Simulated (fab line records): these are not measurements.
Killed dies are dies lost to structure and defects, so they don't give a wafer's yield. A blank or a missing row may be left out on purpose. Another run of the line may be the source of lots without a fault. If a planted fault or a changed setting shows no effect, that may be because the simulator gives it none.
The tool behind it: which one? / flow sfq-line / 14 lots with 42 wafers sampled at 5 steps, on a route of 325 steps

## WHAT THE GAUGES SHOWED, per wafer
SFQ_M6_OVL_MEAS_940. Usual: M6_OVL gives 1 nm (standard deviation 5).
lot=L468; measured=day 72 11:58; on=overlay-02; M6_OVL (nm)=9 8 6; flag=
lot=L469; measured=day 73 18:07; on=overlay-02; M6_OVL (nm)=2 -6 -2; flag=
lot=L471; measured=day 75 10:56; on=overlay-02; M6_OVL (nm)=-10 -6 -5; flag=
lot=L472; measured=day 75 12:08; on=overlay-02; M6_OVL (nm)=5 -1 6; flag=
lot=L473; measured=day 75 20:20; on=overlay-02; M6_OVL (nm)=0 0 1; flag=
lot=L474; measured=day 77 07:04; on=overlay-02; M6_OVL (nm)=4 0 5; flag=
lot=L476; measured=day 77 10:40; on=overlay-02; M6_OVL (nm)=2 0 0; flag=
lot=L477; measured=day 77 14:17; on=overlay-02; M6_OVL (nm)=4 -1 2; flag=
lot=L480; measured=day 77 19:04; on=overlay-02; M6_OVL (nm)=6 1 2; flag=
lot=L481; measured=day 77 21:28; on=overlay-01; M6_OVL (nm)=2 7 7; flag=
lot=L485; measured=day 79 23:58; on=overlay-01; M6_OVL (nm)=1 1 -1; flag=
lot=L487; measured=day 80 03:34; on=overlay-02; M6_OVL (nm)=1 -3 -6; flag=
lot=L488; measured=day 80 04:46; on=overlay-01; M6_OVL (nm)=-3 -1 2; flag=
lot=L490; measured=day 80 07:10; on=overlay-01; M6_OVL (nm)=-8 -4 -6; flag=

## WHAT TOOL EACH LOT RAN ON (gives the tool, then ch and the chambers of the sampled wafers, and finally the start)
lot=L468; SFQ_TRILAYER_A5B_DEP_PECVD_129=pecvd-01 ch 0,1,2, day 64 12:30; SFQ_TRILAYER_R5_STRIP_STRIP_140=rie-metal-03 ch 0,1, day 69 03:58; SFQ_TRILAYER_A5C_DEP_PECVD_142=pecvd-02 ch 0,1,2, day 69 04:44; SFQ_TRILAYER_C5_ETCH_VIA_ETCH_154=rie-diel-04 ch 0,1, day 72 08:26
lot=L469; SFQ_TRILAYER_A5B_DEP_PECVD_129=pecvd-04 ch 0,2, day 64 14:52; SFQ_TRILAYER_R5_STRIP_STRIP_140=rie-metal-03 ch 0,1, day 69 06:10; SFQ_TRILAYER_A5C_DEP_PECVD_142=pecvd-03 ch 0,1, day 69 06:56; SFQ_TRILAYER_C5_ETCH_VIA_ETCH_154=rie-diel-04 ch 0,1,3, day 73 14:32
lot=L471; SFQ_TRILAYER_A5B_DEP_PECVD_129=pecvd-03 ch 0,2, day 65 09:29; SFQ_TRILAYER_R5_STRIP_STRIP_140=rie-metal-04 ch 0,1, day 70 07:22; SFQ_TRILAYER_A5C_DEP_PECVD_142=pecvd-01 ch 0,1, day 70 08:08; SFQ_TRILAYER_C5_ETCH_VIA_ETCH_154=rie-diel-02 ch 0,2,3, day 75 07:20
lot=L472; SFQ_TRILAYER_A5B_DEP_PECVD_129=pecvd-01 ch 1,2, day 65 22:20; SFQ_TRILAYER_R5_STRIP_STRIP_140=rie-metal-04 ch 0,1, day 71 00:11; SFQ_TRILAYER_A5C_DEP_PECVD_142=pecvd-02 ch 1,2, day 71 00:46; SFQ_TRILAYER_C5_ETCH_VIA_ETCH_154=rie-diel-04 ch 0,1, day 75 08:32
lot=L473; SFQ_TRILAYER_A5B_DEP_PECVD_129=pecvd-01 ch 0,1,2, day 66 02:17; SFQ_TRILAYER_R5_STRIP_STRIP_140=rie-metal-03 ch 0,1, day 71 04:47; SFQ_TRILAYER_A5C_DEP_PECVD_142=pecvd-03 ch 0,1,2, day 71 05:34; SFQ_TRILAYER_C5_ETCH_VIA_ETCH_154=rie-diel-02 ch 0,1,2, day 75 16:56
lot=L474; SFQ_TRILAYER_A5B_DEP_PECVD_129=pecvd-01 ch 1,2, day 67 07:05; SFQ_TRILAYER_R5_STRIP_STRIP_140=rie-metal-01 ch 0,1, day 72 07:11; SFQ_TRILAYER_A5C_DEP_PECVD_142=pecvd-03 ch 0,1, day 72 07:58; SFQ_TRILAYER_C5_ETCH_VIA_ETCH_154=rie-diel-03 ch 1,3, day 77 02:32
lot=L476; SFQ_TRILAYER_A5B_DEP_PECVD_129=pecvd-03 ch 0,1,2, day 67 14:17; SFQ_TRILAYER_R5_STRIP_STRIP_140=rie-metal-04 ch 0,1, day 72 12:25; SFQ_TRILAYER_A5C_DEP_PECVD_142=pecvd-01 ch 0,2, day 72 12:59; SFQ_TRILAYER_C5_ETCH_VIA_ETCH_154=rie-diel-02 ch 2,3, day 77 06:08
lot=L477; SFQ_TRILAYER_A5B_DEP_PECVD_129=pecvd-01 ch 0,1,2, day 67 16:43; SFQ_TRILAYER_R5_STRIP_STRIP_140=rie-metal-01 ch 0,1, day 72 13:37; SFQ_TRILAYER_A5C_DEP_PECVD_142=pecvd-02 ch 0,1, day 72 14:13; SFQ_TRILAYER_C5_ETCH_VIA_ETCH_154=rie-diel-04 ch 0,3, day 77 08:32
lot=L480; SFQ_TRILAYER_A5B_DEP_PECVD_129=pecvd-03 ch 0,1,2, day 68 10:41; SFQ_TRILAYER_R5_STRIP_STRIP_140=rie-metal-01 ch 0,1, day 72 18:25; SFQ_TRILAYER_A5C_DEP_PECVD_142=pecvd-02 ch 0,2, day 72 18:59; SFQ_TRILAYER_C5_ETCH_VIA_ETCH_154=rie-diel-04 ch 0,1, day 77 13:20
lot=L481; SFQ_TRILAYER_A5B_DEP_PECVD_129=pecvd-01 ch 0,1,2, day 68 13:05; SFQ_TRILAYER_R5_STRIP_STRIP_140=rie-metal-03 ch 0,1, day 72 19:25; SFQ_TRILAYER_A5C_DEP_PECVD_142=pecvd-01 ch 0,1, day 72 20:11; SFQ_TRILAYER_C5_ETCH_VIA_ETCH_154=rie-diel-02 ch 0,1,2, day 77 15:44
lot=L485; SFQ_TRILAYER_A5B_DEP_PECVD_129=pecvd-03 ch 0,1,2, day 70 09:29; SFQ_TRILAYER_R5_STRIP_STRIP_140=rie-metal-01 ch 0,1, day 74 18:13; SFQ_TRILAYER_A5C_DEP_PECVD_142=pecvd-01 ch 1,2, day 74 19:01; SFQ_TRILAYER_C5_ETCH_VIA_ETCH_154=rie-diel-03 ch 0,3, day 79 04:37
lot=L487; SFQ_TRILAYER_A5B_DEP_PECVD_129=pecvd-04 ch 0,2, day 70 11:53; SFQ_TRILAYER_R5_STRIP_STRIP_140=rie-metal-04 ch 0,1, day 74 23:01; SFQ_TRILAYER_A5C_DEP_PECVD_142=pecvd-02 ch 1,2, day 74 23:49; SFQ_TRILAYER_C5_ETCH_VIA_ETCH_154=rie-diel-03 ch 0,2,3, day 79 08:13
lot=L488; SFQ_TRILAYER_A5B_DEP_PECVD_129=pecvd-03 ch 1,2, day 70 13:05; SFQ_TRILAYER_R5_STRIP_STRIP_140=rie-metal-03 ch 1, day 75 01:25; SFQ_TRILAYER_A5C_DEP_PECVD_142=pecvd-02 ch 1,2, day 75 02:11; SFQ_TRILAYER_C5_ETCH_VIA_ETCH_154=rie-diel-02 ch 2,3, day 79 09:25
lot=L490; SFQ_TRILAYER_A5B_DEP_PECVD_129=pecvd-04 ch 0,2, day 70 15:29; SFQ_TRILAYER_R5_STRIP_STRIP_140=rie-metal-04 ch 0,1, day 75 05:01; SFQ_TRILAYER_A5C_DEP_PECVD_142=pecvd-02 ch 0,2, day 75 05:49; SFQ_TRILAYER_C5_ETCH_VIA_ETCH_154=rie-diel-04 ch 0,1, day 79 11:49
- SFQ_TRILAYER_A5B_DEP_PECVD_129: deposits SiO2 from SiH4/N2O, time 133.33 s, target thk 600 nm.
- SFQ_TRILAYER_R5_STRIP_STRIP_140: strips in O2.
- SFQ_TRILAYER_A5C_DEP_PECVD_142: deposits SiO2 from SiH4/N2O, time 15.556 s, target thk 70 nm.
- SFQ_TRILAYER_C5_ETCH_VIA_ETCH_154: etches SiO2 in CHF3, stops on Nb, target depth 84 nm.

## AS READ BY THE TOOLS THEMSELVES (means over the sampled wafers that have a number; for cases with no such wafer, the mark the record gives instead)
SFQ_TRILAYER_A5B_DEP_PECVD_129. Usual: heater-power-w 92 W, standard deviation 13; throttle-valve-pct 24.8 %, standard deviation 1.2.
lot=L468; tool=pecvd-01; heater-power-w (W)=100; throttle-valve-pct (%)=25.8; flag=
lot=L469; tool=pecvd-04; heater-power-w (W)=89; throttle-valve-pct (%)=23.2; flag=
lot=L471; tool=pecvd-03; heater-power-w (W)=87; throttle-valve-pct (%)=25.4; flag=
lot=L472; tool=pecvd-01; heater-power-w (W)=100; throttle-valve-pct (%)=26.0; flag=
lot=L473; tool=pecvd-01; heater-power-w (W)=101; throttle-valve-pct (%)=25.9; flag=
lot=L474; tool=pecvd-01; heater-power-w (W)=107; throttle-valve-pct (%)=25.9; flag=
lot=L476; tool=pecvd-03; heater-power-w (W)=86; throttle-valve-pct (%)=25.0; flag=
lot=L477; tool=pecvd-01; heater-power-w (W)=100; throttle-valve-pct (%)=25.8; flag=
lot=L480; tool=pecvd-03; heater-power-w (W)=85; throttle-valve-pct (%)=25.1; flag=
lot=L481; tool=pecvd-01; heater-power-w (W)=102; throttle-valve-pct (%)=25.8; flag=
lot=L485; tool=pecvd-03; heater-power-w (W)=85; throttle-valve-pct (%)=25.2; flag=
lot=L487; tool=pecvd-04; heater-power-w (W)=88; throttle-valve-pct (%)=23.1; flag=
lot=L488; tool=pecvd-03; heater-power-w (W)=74; throttle-valve-pct (%)=24.6; flag=
lot=L490; tool=pecvd-04; heater-power-w (W)=94; throttle-valve-pct (%)=23.1; flag=

SFQ_TRILAYER_R5_STRIP_STRIP_140. Usual: drypump-motor-current-A 6.1 A, standard deviation 0.48; oes-product-au 1.003 a.u., standard deviation 0.0079.
lot=L468; tool=rie-metal-03; drypump-motor-current-A (A)=6.2; oes-product-au (a.u.)=1.007; flag=
lot=L469; tool=rie-metal-03; drypump-motor-current-A (A)=6.2; oes-product-au (a.u.)=1.007; flag=
lot=L471; tool=rie-metal-04; drypump-motor-current-A (A)=6.5; oes-product-au (a.u.)=1.001; flag=
lot=L472; tool=rie-metal-04; drypump-motor-current-A (A)=6.5; oes-product-au (a.u.)=1.005; flag=
lot=L473; tool=rie-metal-03; drypump-motor-current-A (A)=6.2; oes-product-au (a.u.)=1.011; flag=
lot=L474; tool=rie-metal-01; drypump-motor-current-A (A)=5.5; oes-product-au (a.u.)=0.996; flag=
lot=L476; tool=rie-metal-04; drypump-motor-current-A (A)=6.6; oes-product-au (a.u.)=1.004; flag=
lot=L477; tool=rie-metal-01; drypump-motor-current-A (A)=5.5; oes-product-au (a.u.)=0.992; flag=
lot=L480; tool=rie-metal-01; drypump-motor-current-A (A)=5.5; oes-product-au (a.u.)=0.993; flag=
lot=L481; tool=rie-metal-03; drypump-motor-current-A (A)=6.2; oes-product-au (a.u.)=1.010; flag=
lot=L485; tool=rie-metal-01; drypump-motor-current-A (A)=5.5; oes-product-au (a.u.)=1.002; flag=
lot=L487; tool=rie-metal-04; drypump-motor-current-A (A)=6.6; oes-product-au (a.u.)=1.002; flag=
lot=L488; tool=rie-metal-03; drypump-motor-current-A (A)=6.0; oes-product-au (a.u.)=1.005; flag=
lot=L490; tool=rie-metal-04; drypump-motor-current-A (A)=6.6; oes-product-au (a.u.)=1.009; flag=

SFQ_TRILAYER_A5C_DEP_PECVD_142. Usual: heater-power-w 94 W, standard deviation 13; throttle-valve-pct 24.6 %, standard deviation 1.3.
lot=L468; tool=pecvd-02; heater-power-w (W)=96; throttle-valve-pct (%)=24.9; flag=
lot=L469; tool=pecvd-03; heater-power-w (W)=92; throttle-valve-pct (%)=25.8; flag=
lot=L471; tool=pecvd-01; heater-power-w (W)=98; throttle-valve-pct (%)=26.2; flag=
lot=L472; tool=pecvd-02; heater-power-w (W)=90; throttle-valve-pct (%)=25.3; flag=
lot=L473; tool=pecvd-03; heater-power-w (W)=84; throttle-valve-pct (%)=25.3; flag=
lot=L474; tool=pecvd-03; heater-power-w (W)=89; throttle-valve-pct (%)=25.4; flag=
lot=L476; tool=pecvd-01; heater-power-w (W)=97; throttle-valve-pct (%)=23.7; flag=
lot=L477; tool=pecvd-02; heater-power-w (W)=86; throttle-valve-pct (%)=24.8; flag=
lot=L480; tool=pecvd-02; heater-power-w (W)=103; throttle-valve-pct (%)=24.2; flag=
lot=L481; tool=pecvd-01; heater-power-w (W)=106; throttle-valve-pct (%)=22.7; flag=
lot=L485; tool=pecvd-01; heater-power-w (W)=104; throttle-valve-pct (%)=22.5; flag=
lot=L487; tool=pecvd-02; heater-power-w (W)=103; throttle-valve-pct (%)=25.4; flag=
lot=L488; tool=pecvd-02; heater-power-w (W)=103; throttle-valve-pct (%)=25.4; flag=
lot=L490; tool=pecvd-02; heater-power-w (W)=101; throttle-valve-pct (%)=24.8; flag=

SFQ_TRILAYER_C5_ETCH_VIA_ETCH_154. Usual: drypump-motor-current-A 5.7 A, standard deviation 0.4; oes-product-au 0.893 a.u., standard deviation 0.0082.
lot=L468; tool=rie-diel-04; drypump-motor-current-A (A)=6.0; oes-product-au (a.u.)=0.902; flag=
lot=L469; tool=rie-diel-04; drypump-motor-current-A (A)=5.9; oes-product-au (a.u.)=0.898; flag=
lot=L471; tool=rie-diel-02; drypump-motor-current-A (A)=6.0; oes-product-au (a.u.)=0.882; flag=
lot=L472; tool=rie-diel-04; drypump-motor-current-A (A)=5.7; oes-product-au (a.u.)=0.898; flag=
lot=L473; tool=rie-diel-02; drypump-motor-current-A (A)=5.7; oes-product-au (a.u.)=0.882; flag=
lot=L474; tool=rie-diel-03; drypump-motor-current-A (A)=5.7; oes-product-au (a.u.)=0.893; flag=
lot=L476; tool=rie-diel-02; drypump-motor-current-A (A)=6.0; oes-product-au (a.u.)=0.891; flag=
lot=L477; tool=rie-diel-04; drypump-motor-current-A (A)=5.8; oes-product-au (a.u.)=0.895; flag=
lot=L480; tool=rie-diel-04; drypump-motor-current-A (A)=6.0; oes-product-au (a.u.)=0.891; flag=
lot=L481; tool=rie-diel-02; drypump-motor-current-A (A)=5.7; oes-product-au (a.u.)=0.854; flag=OFF
lot=L485; tool=rie-diel-03; drypump-motor-current-A (A)=5.7; oes-product-au (a.u.)=0.816; flag=OFF
lot=L487; tool=rie-diel-03; drypump-motor-current-A (A)=5.3; oes-product-au (a.u.)=0.900; flag=
lot=L488; tool=rie-diel-02; drypump-motor-current-A (A)=6.0; oes-product-au (a.u.)=0.892; flag=
lot=L490; tool=rie-diel-04; drypump-motor-current-A (A)=6.0; oes-product-au (a.u.)=0.901; flag=

## THE ANSWER, worked out from the rows above alone
Rule: take the mean of a lot's wafers that have a number; if it is more than 3 standard deviations from the usual mean, the lot is off. A lot without any number at a reading at which 4 lots or more have one is off too. All remaining lots with rows at the step are treated as sound. After the gauges, taken in route order, come the tools' own readings; for these a lot's mean is taken, as printed above. The first step at which some lot is off is used, and at that step the reading that is off furthest; a lot without a number counts as furthest.
Off at SFQ_TRILAYER_C5_ETCH_VIA_ETCH_154 (oes-product-au): L481, L485.
If a tool, at that step or one of the process steps before it, ran each lot that is off and ran no sound lot following the first of them, it fits. One fits: SFQ_TRILAYER_A5C_DEP_PECVD_142 on pecvd-01. A fault onset in the window from L476 (day 72 12:59, its last sound lot) to L481 (day 72 20:11, its first lot off) fits.

## WHAT WAS PUT IN BY THE SIMULATOR
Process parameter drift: pecvd-01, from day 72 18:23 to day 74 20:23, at SFQ_TRILAYER_A5C_DEP_PECVD_142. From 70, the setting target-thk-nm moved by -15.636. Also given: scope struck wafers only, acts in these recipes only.
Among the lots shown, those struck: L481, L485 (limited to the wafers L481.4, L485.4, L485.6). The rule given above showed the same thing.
